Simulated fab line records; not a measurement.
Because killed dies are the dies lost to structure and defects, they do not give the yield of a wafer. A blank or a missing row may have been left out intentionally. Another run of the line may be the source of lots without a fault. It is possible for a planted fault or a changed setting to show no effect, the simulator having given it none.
Chamber matching    flow sky130    SKY_LI_CONTACT_CMP_24 on cmp-02 has 4 sister chambers
The step polishes, stops on PSG, t overpolish 20 s, target thk 0 nm. 16 wafers are shown with their chamber, then 8 later ones without.

== WAFERS, EACH WITH ITS CHAMBER ==
wafer   chamber  motor current A (A)  time to endpoint s (s)  platen rpm (rpm)
L831.2  3        11.7                 98                      60.02
L831.4  0        10.3                 95                      60.03
L831.5  0        9.9                  94                      60.04
L832.1  0        10.2                 97                      60.04
L832.2  2        11.7                 98                      60.07
L832.4  3        11.2                 96                      59.92
L833.1  3        11.8                 103                     60.04
L833.2  1        13.0                 99                      60.04
L833.5  2        11.7                 102                     60.03
L834.1  0        10.3                 97                      60.06
L834.3  3        11.5                 99                      59.99
L834.4  1        12.9                 97                      59.94
L843.1  0        10.1                 91                      60.01
L843.3  1        12.2                 97                      60.06
L843.4  2        11.8                 96                      60.02
L845.1  3        10.9                 99                      60.05

SIGNATURES, as means of the wafers listed above
reading             chamber 0  chamber 1  chamber 2  chamber 3  scatter within a chamber
motor current A     10.160     12.700     11.733     11.420     0.295
time to endpoint s  94.80      97.67      98.67      99.00      2.45
platen rpm          60.0360    60.0133    60.0400    60.0040    0.0427
Rule: a wafer's distance from a chamber is the root of the sum, over the readings, of the square of ((its reading less the chamber's mean) divided by the reading's scatter). If the next closest chamber is less than 2 further off than the closest, the wafer can't be placed; otherwise it belongs to the closest. The scatter is the square root of a quotient: the sum, over the shown wafers, of each reading's squared deviation from its chamber's mean, divided by wafers minus chambers.

== WAFERS WITHOUT THEIR CHAMBER ==
wafer   motor current A (A)  time to endpoint s (s)  platen rpm (rpm)
L845.2  11.6                 103                     59.97
L845.4  10.2                 95                      59.99
L848.2  11.4                 95                      59.96
L848.4  11.6                 95                      60.01
L848.6  9.8                  94                      60.02
L849.1  12.8                 93                      59.98
L849.4  11.6                 96                      59.99
L849.5  11.6                 92                      60.00

== THE CHAMBER EACH PASSED THROUGH ==
wafer   from the rows above           in truth
L845.2  can't be placed: 3 or 2       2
L845.4  0                             0
L848.2  can't be placed: 3 or 2       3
L848.4  can't be placed: 2 or 3       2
L848.6  0                             0
L849.1  1                             1
L849.4  can't be placed: 3 or 2       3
L849.5  can't be placed: 2 or 3 or 1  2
Correctly placed: 3 of 8. Cannot be placed on the basis of these rows: 5; the candidates contain the true chamber in 5. Number placed wrongly: 0.
